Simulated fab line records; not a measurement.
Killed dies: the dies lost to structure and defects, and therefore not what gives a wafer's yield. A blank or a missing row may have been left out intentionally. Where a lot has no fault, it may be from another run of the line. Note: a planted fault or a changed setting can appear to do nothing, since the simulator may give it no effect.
Struck lot and sound lot, side by side :: flow sfq_line :: 14 steps out of a route of 325
Sound: these wafers, L502.1, L502.3, L502.6. Wafers L493.1, L493.4, L493.6 were the ones struck. Last of all comes the cause.
Each step with rows lists, per side, the tool, then ch with its chambers, then its first start. Under that, the readings that differ: sound wafers :: struck wafers :: difference of the means :: sigmas: that difference in standard deviations of wafers without a fault.
alike: readings whose means differ by less than 2 such deviations, and words and numbers that are the same on both sides. not compared: withheld readings, readings that some wafer has no value for, bounds like >300 that may hide the same value, and numbers for which the record gives no deviation and whose values overlap.
A row with sigmas, a row that says differs or no value, or rows on one side alone: a step with any of these is where the two part. Non-overlapping numbers with no deviation appear without sigmas and do not part them. Lack of a reading on every wafer of one side parts them only where that side has two or more wafers.

first, 6 steps without rows for these wafers: SFQ_TRILAYER_M0_LITHO_COAT_026 (resist thk 62 nm); SFQ_TRILAYER_M0_LITHO_COAT_021 (resist thk 600 nm); SFQ_TRILAYER_M0_LITHO_SOFTBAKE_025; SFQ_TRILAYER_M0_LITHO_EXPOSE_022 (exposes mask M0, target cd 500 nm); SFQ_TRILAYER_M0_LITHO_PEB_024 (peb time 60 s); SFQ_TRILAYER_M0_LITHO_DEVELOP_023 (time 60 s).
SFQ_M0_OVL_MEAS_906:
  sound on overlay-02, day 20 13:23; struck on overlay-01, day 15 14:50
  alike: M0_OVL
SFQ_TRILAYER_M0_BARC_OPEN_METAL_ETCH_031: etches BARC in O2, target depth 125 nm, time 41.7 s.
  sound on rie_metal-02 ch 1, day 20 13:25; struck on rie_metal-03 ch 0,1, day 15 14:53
  alike: drypump_motor_current_A, oes_product_au
  not compared: rf_hours_counter_h
SFQ_TRILAYER_M0_ETCH_METAL_ETCH_024: etches Nb in Cl2/Ar, stops on SiO2, target depth 240 nm, time 120 s.
  sound on rie_metal-02 ch 1, day 20 13:29; struck on rie_metal-03 ch 0,1, day 15 14:56
  alike: drypump_motor_current_A, oes_product_au
  not compared: rf_hours_counter_h
SFQ_TRILAYER_M0_STRIP_STRIP_025: strips in O2.
  sound on rie_metal-02 ch 1, day 20 13:37; struck on rie_metal-03 ch 0,1, day 15 15:04
  alike: drypump_motor_current_A, oes_product_au
  not compared: rf_hours_counter_h
then, 1 step without rows for these wafers: SFQ_TRILAYER_M0_STRIP_SOLV_CLEAN_026 (cleans in NMP, time 600 s).
SFQ_TRILAYER_I0_DEP_PECVD_027: deposits SiO2 from SiH4/N2O, time 111.11 s, target thk 500 nm.
  sound on pecvd-03 ch 1,2, day 20 14:55; struck on pecvd-02 ch 0,2, day 15 15:50
reading: heater_power_w (W)
sound: 53 72 59
struck: 122 105 73
difference: +39
sigmas: +2

reading: rf_fwd_power_W (W)
sound: 180.8 182.5 181.5
struck: 153.4 152.7 152.9
difference: -28.6
sigmas: -46

reading: showerhead_vpp_V (V)
sound: 919 815 901
struck: 800 818 719
difference: -99
sigmas: -2

reading: model.SiO2_of_TRILAYER_I0_DEP_PECVD_027.thk_nm (nm)
sound: 487.3 485.7 491
struck: 468.5 477.1 480.2
difference: -12.7
sigmas: 
  alike: throttle_valve_pct
SFQ_TRILAYER_I0_CMP_CMP_028: polishes SiO2.
  sound on cmp-02 ch 1,2,3, day 20 16:08; struck on cmp-01 ch 0,3, day 15 16:32
  alike: motor_current_A, retaining_ring_pressure_frac, time_to_endpoint_s
SFQ_I0_BOW_MEAS_907:
  sound on film_metro-02, day 20 18:38; struck on film_metro-01, day 15 19:32
  alike: I0_BOW

WHERE THEY PART
Only at SFQ_TRILAYER_I0_DEP_PECVD_027, as far as this record shows. Later steps at which nothing parts them and some readings are alike: SFQ_TRILAYER_I0_CMP_CMP_028, SFQ_I0_BOW_MEAS_907.

WHY: whatever the simulator had introduced
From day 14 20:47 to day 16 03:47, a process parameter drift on pecvd-02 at SFQ_TRILAYER_I0_DEP_PECVD_027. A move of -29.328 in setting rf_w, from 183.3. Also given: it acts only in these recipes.
